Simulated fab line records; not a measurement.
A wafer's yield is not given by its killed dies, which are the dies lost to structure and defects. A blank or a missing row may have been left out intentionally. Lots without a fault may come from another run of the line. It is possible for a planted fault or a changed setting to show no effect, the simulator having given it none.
Code-filled problem report in 8D (eight disciplines) form | flow sky130 | the parts of the form that need people (team, actions taken, sign-off) are left out

1. THE ISSUE
oes-product-au at SKY_POLY_CUT_ETCH_11 reads a mean of 0.794 a.u. on 3 wafers of 3 lots; wafers without a fault read 0.835 a.u. with a standard deviation of 0.0063. Measured from the usual mean, that is -6.5 standard deviations.
The step: etches Si3N4 in CF4/CH2F2/Ar, stops on poly-Si, time 42.5 s, target depth 60 nm.
First seen on wafer L348.2, day 29 04:34, on rie-diel-02. Wafers with a number at this step in the record: 43, from 15 lots. Rule for "out", or "out of limits": more than 4 standard deviations from the usual mean. All remaining wafers that have a number are taken as sound.

2. WHAT IT IS AND WHAT IT IS NOT
question                    | is                       | is not
which readings at this step | oes-product-au           | drypump-motor-current-A, throttle-valve-pct
which lots                  | L348, L349, L351         | L335, L336, L338, L340, L341, L342, L343, L344, L345, L347, L350, L356
which wafers of those lots  | L348.2, L349.2, L351.2   | L348.5, L349.3, L349.5, L351.5
read on which tools         | rie-diel-01, rie-diel-02 | rie-diel-03
when                        | from day 29 04:34        | up to then (31 sound wafers); but 9 sound wafers of L349, L350, L351, L356 came after

3. SUSPECTS, AND WHAT RULES EACH OUT
Counting: if a tool at a process step up to the reading ran every lot that is out, it stays a suspect. Sound lots after the first of them don't rule it out here, since some wafers of a struck lot are sound.
- rie-diel-02 at SKY_SPACER_ETCHBACK_02 (etches Si3N4 in CH3F/O2, stops on SiO2, time 46.7 s, target depth 45 nm): kept. It ran every lot that is out, first L348 (day 28 00:08); its last sound lot up to then is L345 (day 27 01:06).
The count leaves rie-diel-02 at SKY_SPACER_ETCHBACK_02.

4. THE CAUSE (what the simulator had put in)
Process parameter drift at SKY_SPACER_ETCHBACK_02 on rie-diel-02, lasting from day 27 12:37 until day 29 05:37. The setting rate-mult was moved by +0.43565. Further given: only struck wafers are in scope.
This tool alone remained once counting was done.

5. THE CHAIN OF EFFECTS, in route order
Each row: a reading where the mean over the struck wafers with a number is more than 3 standard deviations away from the usual. Readings are gone through only where the record gives a usual standard deviation; hours: the median, over the lots, of the time from a lot's start at the first step in this table giving one to that lot's start at this step; sigmas: the change measured in usual standard deviations.
hours | step                 | reading        | usual      | on struck wafers | change | sigmas
0     | SKY_POLY_CUT_ETCH_11 | oes-product-au | 0.835 a.u. | 0.794            | -0.041 | -6.5
Process steps it contains:
- SKY_POLY_CUT_ETCH_11: etches Si3N4 in CF4/CH2F2/Ar, stops on poly-Si, time 42.5 s, target depth 60 nm.

6. HOW IT WOULD HAVE BEEN CAUGHT EARLIER
In this record no reading fell out of limits until day 29 04:34, 40 hours after the fault had begun at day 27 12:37.
Of the tool readings at SKY_SPACER_ETCHBACK_02 for which the record gives a usual standard deviation, none was out on any struck wafer, so an alarm limit of 4 standard deviations on them would not have fired.
Each of the lots that are out, 3 in all, had begun SKY_SPACER_ETCHBACK_02 on rie-diel-02 no later than day 29 04:34. Had the tool been put on hold then, not one of them would have been saved.
